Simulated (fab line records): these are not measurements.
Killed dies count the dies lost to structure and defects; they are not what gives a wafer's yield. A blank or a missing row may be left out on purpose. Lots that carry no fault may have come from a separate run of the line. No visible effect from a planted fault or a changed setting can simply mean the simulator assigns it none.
fab line records	flow sfq-line	part 2 of 2: steps 29 to 39 of 39
[record] lots = 5	wafers = 15	last-day = 86
route steps=325 shown I6@277 M7@281 I7@296 M8@311
lots that met no fault: taken from a fault-free run of the same line
start-h: the number of hours between the record's first day and the start of the first shown wafer of the lot	wait-h: time in hours since the lot's previous step	" unchanged from the row above	L1.1+2: a single row standing in for several wafers	- no value, or no start was given	* or withheld: withheld	< > ~ a bound
route shown NAME@n: NAME is a module with steps in the file, n the number in the route of the first one	usual: mean/standard deviation taken from wafers without a fault	same: alike in all rows	chamber/n: place in a boat	sites: readings site by site	_std_site: how widely they spread, as a standard deviation	_edge_site: inner sites' mean taken away from outer sites' mean	radius-mm: how far each site lies from the wafer's centre	mask NAME#n: copy n	behind: the tool/chamber that last shaped the wafer	hold: the reason the lot was held/the length of the hold in hours/how it ended	device: whichever transistor did not switch (one of n, p or np)	end of line: tests run on the same wafers once the route is complete	a step given without rows: its recipe and nothing more	killed: the dies lost at the first sort to structure and to defects; this is not the yield of the wafer	map: shows each die of a wafer: x if killed, . if not, _ if none is there
set.NAME: the setting as run; set.NAME@STEP: as run at that earlier step	model.NAME: the simulator's own value behind a step, which no gauge read
a table for each step, a row for each wafer; lots at some steps of the route
services: when a tool's chamber went out of use (start-h, in hours from the record's first day, below 0 if earlier), for how many hours, and the reason
[[steps]]
[step SFQ_I7_OVL_MEAS_947]
[usual] I7_OVL = 1/5.2
lot.wafer	tool	chamber	start-h	wait-h	I7_OVL[nm]
L077.3	overlay-01	-	1865.69	0.1	-7
L077.4	"	-	"	"	0
L077.6	"	-	"	"	-4
L079.1	overlay-01	-	1875.28	0.1	2
L079.2	"	-	"	"	2
L079.5	"	-	"	"	5
L085.1	overlay-02	-	1942.33	0.1	-9
L085.4	"	-	"	"	-2
L085.5	"	-	"	"	-4
L090.4	overlay-02	-	1955.55	0.1	9
L090.5	"	-	"	"	4
L090.6	"	-	"	"	10
L095.2	overlay-01	-	2066.50	0.1	6
L095.4	"	-	"	"	0
L095.5	"	-	"	"	3
[step SFQ_TRILAYER_I7_VIA_BARC_OPEN_VIA_ETCH_260]
[recipe] mask-material = PR	chemistry = O2	target-depth-nm = 125	target = BARC	source-w = 500	bias-w = 80	pressure-mtorr = 30	time-s = 41.7
[usual] drypump-motor-current-A = 5.9/0.39	oes-product-au = 0.684/0.0046
lot.wafer	tool	chamber	start-h	wait-h	drypump-motor-current-A	oes-product-au	rf-hours-counter-h
L077.3	rie-diel-04	2	1865.71	0.0	6.2	0.689	13
L077.4	"	1	"	"	5.7	0.685	5
L077.6	"	0	"	"	6.5	0.679	-
L079.1	rie-diel-04	3	1875.31	0.0	6.2	0.682	14
L079.2	"	1	"	"	5.7	0.687	5
L079.5	"	2	"	"	6.2	0.679	-
L085.1	rie-diel-01	1	1942.37	0.0	5.1	0.693	6
L085.4	"	3	"	"	5.9	0.685	6
L085.5	"	0	"	"	5.5	0.684	-
L090.4	rie-diel-04	2	1955.57	0.0	6.2	0.688	14
L090.5	"	1	"	"	5.6	0.680	-
L090.6	"	0	"	"	6.5	0.683	-
L095.2	rie-diel-02	1	2066.53	0.0	5.5	0.688	2
L095.4	"	0	"	"	5.8	0.684	18
L095.5	"	0	"	"	5.8	0.690	-
[step SFQ_TRILAYER_I7_VIA_ETCH_VIA_ETCH_190]
[recipe] target = SiO2	stop-on = Nb	mask-material = PR	taper-deg = 20	chemistry = CHF3	target-depth-nm = 260	source-w = 500	bias-w = 80	pressure-mtorr = 30	time-s = withheld
[usual] drypump-motor-current-A = 5.9/0.39	oes-product-au = 0.856/0.0056
lot.wafer	tool	chamber	start-h	wait-h	drypump-motor-current-A	oes-product-au
L077.3	rie-diel-04	2	1865.75	0.0	6.2	0.857
L077.4	"	1	"	"	5.7	0.857
L077.6	"	0	"	"	6.6	0.859
L079.1	rie-diel-04	3	1875.35	0.0	6.3	0.844
L079.2	"	1	"	"	5.7	0.859
L079.5	"	2	"	"	6.2	0.851
L085.1	rie-diel-01	1	1942.41	0.0	5.1	0.854
L085.4	"	3	"	"	5.9	0.850
L085.5	"	0	"	"	5.5	0.848
L090.4	rie-diel-04	2	1955.61	0.0	6.2	0.852
L090.5	"	1	"	"	5.7	0.852
L090.6	"	0	"	"	6.6	0.848
L095.2	rie-diel-02	1	2066.57	0.0	5.4	0.867
L095.4	"	0	"	"	5.8	0.863
L095.5	"	0	"	"	5.8	0.861
[step SFQ_TRILAYER_I7_VIA_STRIP_STRIP_191]
[recipe] gas = O2	power-w = 200	platen-temp-c = 40	overash-fraction = 0.65	chemistry = O2	pressure-mtorr = 50
[usual] drypump-motor-current-A = 5.30/0.27	he-backside-leak-sccm = 3.51/0.17	oes-product-au = 0.999/0.0079
lot.wafer	tool	chamber	start-h	wait-h	drypump-motor-current-A	he-backside-leak-sccm	oes-product-au	rf-hours-counter-h
L077.3	rie-metal-02	0	1866.07	-	5.46	3.75	0.994	-
L077.4	"	1	"	"	5.68	3.30	0.993	-
L077.6	"	0	"	"	5.47	3.72	0.989	-
L079.1	rie-metal-04	1	1875.47	-	5.46	3.64	0.992	111
L079.2	"	0	"	"	4.88	3.36	1.003	39
L079.5	"	0	"	"	4.88	3.42	1.008	-
L085.1	rie-metal-04	0	1942.52	-	4.86	3.65	1.005	46
L085.4	"	1	"	"	5.44	3.54	0.994	-
L085.5	"	0	"	"	4.86	3.52	1.003	-
L090.4	rie-metal-04	1	1955.92	-	5.44	3.75	1.004	-
L090.5	"	0	"	"	4.89	3.41	1.015	-
L090.6	"	1	"	"	5.44	3.64	1.003	-
L095.2	rie-metal-01	0	2066.68	-	5.34	3.40	1.005	40
L095.4	"	0	"	"	5.37	3.52	0.995	-
L095.5	"	1	"	"	5.39	3.37	0.999	-
[step SFQ_TRILAYER_I7_VIA_STRIP_SOLV_CLEAN_192]
[recipe] chemistry = NMP	temp-c = 70	time-s = 600
[usual] temp-c = 69.99/0.13
lot.wafer	tool	chamber	start-h	wait-h	temp-c
L077.3	wet-bench-02	6	1866.47	0.2	70.01
L077.4	"	3	"	"	70.01
L077.6	"	2	"	"	69.78
L079.1	wet-bench-04	5	1876.07	0.4	69.94
L079.2	"	4	"	"	70.08
L079.5	"	1	"	"	70.10
L085.1	wet-bench-02	2	1943.12	0.4	70.05
L085.4	"	1	"	"	69.77
L085.5	"	7	"	"	70.38
L090.4	wet-bench-03	2	1956.32	0.2	69.87
L090.5	"	5	"	"	70.11
L090.6	"	6	"	"	69.73
L095.2	wet-bench-04	7	2067.28	0.4	69.90
L095.4	"	1	"	"	69.91
L095.5	"	6	"	"	70.32
[step SFQ_TRILAYER_M8_LITHO_LOR_COAT_197]
[recipe] resist = lift-off	spin-rpm = 3000
lot.wafer	tool	chamber	start-h	wait-h
L077.3+4+6	litho-track-02	0	1866.74	0.1
L079.1+2+5	litho-track-01	0	1876.24	0.0
L085.1+4+5	litho-track-01	0	1943.30	0.0
L090.4+5+6	litho-track-03	0	1956.65	0.1
L095.2+4+5	litho-track-01	0	2067.51	0.1
[step SFQ_TRILAYER_M8_LITHO_LOR_BAKE_198]
[recipe] resist = lift-off	temp-c = withheld	time-s = withheld
lot.wafer	tool	chamber	start-h	wait-h
L077.3+4+6	litho-track-02	0	1867.12	0.3
L079.1+2+5	litho-track-01	0	1876.54	0.2
L085.1+4+5	litho-track-01	0	1943.60	0.2
L090.4+5+6	litho-track-03	0	1957.07	0.4
L095.2+4+5	litho-track-01	0	2067.85	0.3
[step SFQ_TRILAYER_M8_LITHO_COAT_193]
[recipe] resist = KrF	spin-rpm = 3000	resist-thk-nm = 600
lot.wafer	tool	chamber	start-h	wait-h
L077.3+4+6	litho-track-02	0	-	-
L079.1+2+5	litho-track-01	0	-	-
L085.1+4+5	litho-track-01	0	-	-
L090.4+5+6	litho-track-03	0	-	-
L095.2+4+5	litho-track-01	0	-	-
[step SFQ_TRILAYER_M8_LITHO_SOFTBAKE_199]
[recipe] temp-c = withheld	time-s = withheld	resist = KrF
lot.wafer	tool	chamber	start-h	wait-h
L077.3+4+6	litho-track-02	0	-	-
L079.1+2+5	litho-track-01	0	-	-
L085.1+4+5	litho-track-01	0	-	-
L090.4+5+6	litho-track-03	0	-	-
L095.2+4+5	litho-track-01	0	-	-
[step SFQ_TRILAYER_M8_LITHO_EXPOSE_194]
[recipe] mask-id = M8	na = 0.6	source-shape = conventional	sigma-outer = 0.65	target-cd-nm = 2000	dose-mj = 14.4
lot.wafer	tool	chamber	start-h	wait-h	mask
L077.3+4+6	krf-scanner-01	0	1982.03	-	M8#0
L079.1+2+5	krf-scanner-01	0	1988.83	-	M8#0
L085.1+4+5	krf-scanner-02	0	2036.09	-	M8#0
L090.4+5+6	krf-scanner-02	0	2048.69	-	M8#0
L095.2+4+5	krf-scanner-02	0	2072.19	-	M8#0
[step SFQ_TRILAYER_M8_LITHO_PEB_196]
[recipe] peb-temp-c = 115	peb-time-s = 60	resist = KrF
[same] peb-time-s = 60
lot.wafer	tool	chamber	start-h	wait-h
L077.3+4+6	litho-track-02	0	1982.88	0.7
L079.1+2+5	litho-track-01	0	1990.03	1.0
L085.1+4+5	litho-track-01	0	2037.29	1.0
L090.4+5+6	litho-track-02	0	2049.37	0.5
L095.2+4+5	litho-track-01	0	2073.22	0.8
[[services]]
tool	chamber	start-h	hours	kind
krf-scanner-02	-	1663.34	4.1	repair
rie-metal-03	1	1666.57	6.3	repair
krf-scanner-02	-	1690.42	1.1	repair
krf-scanner-02	-	1706.69	1.0	repair
krf-scanner-02	-	1708.45	1.3	pm
krf-scanner-02	-	1730.57	1.0	pm
rie-diel-03	1	1739.89	3.7	repair
krf-scanner-02	-	1757.77	0.8	pm
rie-metal-03	-	1817.67	0.1	repair
pvd-sputter-04	-	1817.90	0.5	repair
rie-diel-03	2	1846.68	1.2	repair
krf-scanner-02	-	1857.30	1.8	repair
rie-diel-03	-	1858.82	2.8	pm
rie-metal-03	1	1889.14	4.3	repair
krf-scanner-02	-	1891.56	1.3	pm
krf-scanner-02	-	1897.29	1.0	pm
krf-scanner-02	-	1902.31	3.0	pm
rie-diel-03	2	1915.22	1.5	repair
krf-scanner-02	-	1926.57	0.8	pm
krf-scanner-02	-	1960.47	5.6	repair
rie-metal-04	-	1998.13	0.9	repair
krf-scanner-02	-	2026.24	1.4	repair
krf-scanner-02	-	2061.29	1.3	pm
krf-scanner-02	-	2067.39	1.0	pm
